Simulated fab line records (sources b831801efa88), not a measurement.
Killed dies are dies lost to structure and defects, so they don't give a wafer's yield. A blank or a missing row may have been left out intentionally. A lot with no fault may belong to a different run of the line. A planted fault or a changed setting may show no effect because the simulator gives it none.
Which tool did it? | flow gf180mcu | 36 wafers from 12 lots sampled at 2 of the route's 602 steps

== WHAT THE GAUGES SHOWED, per wafer ==
GF_DUAL_GATE_THK_MEAS_03. Usual: DUAL_GATE_OXIDATION_00_THK typically reads 10.79 nm, with standard deviation 0.18.
lot  | measured     | on            | DUAL_GATE_OXIDATION_00_THK (nm) | flag
L234 | day 7 16:02  | film-metro-01 | 11.05 10.84 10.82               |
L236 | day 8 06:20  | film-metro-02 | 10.87 10.98 10.70               |
L238 | day 8 17:43  | film-metro-01 | 10.87 10.89 10.89               |
L241 | day 9 18:47  | film-metro-01 | 10.64 10.75 10.78               |
L246 | day 10 22:03 | film-metro-02 | 11.10 10.91 11.15               |
L247 | day 11 09:15 | film-metro-02 | 10.95 11.09 11.06               |
L248 | day 11 13:57 | film-metro-01 | 10.81 10.71 10.51               |
L250 | day 12 02:01 | film-metro-03 | 10.68 10.73 10.75               |
L251 | day 12 09:03 | film-metro-03 | 10.83 10.70 10.86               |
L254 | day 13 05:37 | film-metro-03 | 10.62 10.76 10.60               |
L255 | day 13 11:13 | film-metro-01 | 10.73 10.76 11.01               |
L257 | day 14 01:05 | film-metro-03 | 10.80 10.76 10.83               |

== TOOL THAT RAN EACH LOT (tool first, then ch and the chambers of the sampled wafers, then the start) ==
lot  | GF_VT_IMPLANT_STRIP_31
L234 | plasma-asher-01 ch 0,1, day 6 20:31
L236 | plasma-asher-02 ch 0,1, day 7 11:59
L238 | plasma-asher-02 ch 0,1, day 7 22:14
L241 | plasma-asher-01 ch 1, day 8 20:43
L246 | plasma-asher-04 ch 0,1, day 10 00:39
L247 | plasma-asher-02 ch 0,1, day 10 11:46
L248 | plasma-asher-01 ch 1, day 10 16:37
L250 | plasma-asher-01 ch 0,1, day 11 04:23
L251 | plasma-asher-04 ch 0,1, day 11 10:14
L254 | plasma-asher-04 ch 0,1, day 12 07:38
L255 | plasma-asher-04 ch 0,1, day 12 11:58
L257 | plasma-asher-02 ch 0,1, day 13 02:19
- GF_VT_IMPLANT_STRIP_31: strips in O2/N2.

== WHAT THE TOOLS THEMSELVES READ (means of the sampled wafers that have a number; where no wafer has one, the mark that the record gives instead) ==
GF_VT_IMPLANT_STRIP_31. Usual: drypump-motor-current-A 5.8 A, standard deviation 0.54; heater-power-w 359 W, standard deviation 49; n2-flow-sccm 300.2 sccm, standard deviation 0.93; oes-product-au 0.716 a.u., standard deviation 0.0043; strip-time-to-endpoint-s 12.623 s, standard deviation 0.026.
lot  | tool            | drypump-motor-current-A (A) | heater-power-w (W) | n2-flow-sccm (sccm) | oes-product-au (a.u.) | strip-time-to-endpoint-s (s) | flag
L234 | plasma-asher-01 | 6.4                         | 382                | 300.6               | 0.715                 | 12.627                       |
L236 | plasma-asher-02 | 5.8                         | 353                | 300.1               | 0.717                 | 12.605                       |
L238 | plasma-asher-02 | 5.8                         | 346                | 299.9               | 0.716                 | 12.658                       |
L241 | plasma-asher-01 | 6.0                         | 322                | 299.6               | 0.715                 | 12.609                       |
L246 | plasma-asher-04 | 5.1                         | 340                | 299.9               | 0.715                 | 12.623                       |
L247 | plasma-asher-02 | 5.8                         | 340                | 299.9               | 0.716                 | 12.617                       |
L248 | plasma-asher-01 | 6.0                         | 316                | 300.3               | 0.712                 | 12.625                       |
L250 | plasma-asher-01 | 6.4                         | 380                | 300.8               | 0.718                 | 12.629                       |
L251 | plasma-asher-04 | 5.1                         | 340                | 299.8               | 0.721                 | 12.582                       |
L254 | plasma-asher-04 | 5.1                         | 386                | 300.4               | 0.717                 | 12.610                       |
L255 | plasma-asher-04 | 5.2                         | 383                | 300.1               | 0.712                 | 12.631                       |
L257 | plasma-asher-02 | 5.8                         | 343                | 301.1               | 0.717                 | 12.638                       |

== THE ANSWER, worked out from the rows above alone ==
Rule: a lot counts as off when the mean over its wafers that have a number is more than 3 standard deviations away from the usual mean. A lot without any number at a reading at which 4 lots or more have one is off too. The other lots that the step has rows for count as sound. First the gauges in route order, then the tools' own readings, where a lot's mean is used as printed above. At the first step where some lot is off, the reading lying furthest off is the one used; lots without a number count as furthest.
Nothing can be told from this: no lot is off at any reading shown.

== WHAT THE SIMULATOR HAD INSERTED ==
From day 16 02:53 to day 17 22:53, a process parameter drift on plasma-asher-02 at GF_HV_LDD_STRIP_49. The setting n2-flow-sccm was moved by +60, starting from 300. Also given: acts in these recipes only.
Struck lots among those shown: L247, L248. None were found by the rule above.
